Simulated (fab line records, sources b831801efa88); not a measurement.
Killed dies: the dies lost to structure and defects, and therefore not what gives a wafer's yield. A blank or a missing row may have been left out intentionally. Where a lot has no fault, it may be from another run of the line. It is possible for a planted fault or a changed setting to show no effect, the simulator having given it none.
Chamber matching -- flow gf180mcu -- GF_V3_CMP_26 on cmp-01 has 4 sister chambers
The step polishes, stops on SiO2, t overpolish 15 s, target thk 0 nm. 4 wafers are shown with their chamber, then 8 later ones without.

EACH WAFER AND ITS CHAMBER
wafer,chamber,motorCurrentA (A)
L841.6,3,10.4
L852.1,2,9.6
L852.5,1,13.3
L856.1,0,10.6

WAFERS WHOSE CHAMBER IS MISSING
wafer,motorCurrentA (A)
L856.2,10.8
L856.6,12.7
L858.1,11.1
L858.3,9.3
L858.5,13.1
L859.2,12.8
L859.3,9.5
L859.6,10.6

WHICH CHAMBER EACH ONE RAN IN
wafer,from the rows above,in truth
L856.2,can't be placed: 0 or 3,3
L856.6,1,1
L858.1,can't be placed: 0 or 3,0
L858.3,2,2
L858.5,1,1
L859.2,1,1
L859.3,2,2
L859.6,can't be placed: 0 or 3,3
Placed correctly: 5 of 8. Can't be placed from these rows: 3 (the true chamber is among the candidates in 3). Number placed wrongly: 0.
How it was worked out, from the rows above alone: a wafer's distance from a chamber is the root of the sum, over the readings, of the square of ((its reading less the chamber's mean) divided by the reading's scatter). The wafer belongs to the nearest chamber; if the next one is less than 2 further off, it can't be placed. The mean given for a chamber averages the wafers shown for that chamber. The scatter (one wafer shown for each chamber): square how far every hidden wafer sits from the nearest shown wafer, average those squares and take the square root.
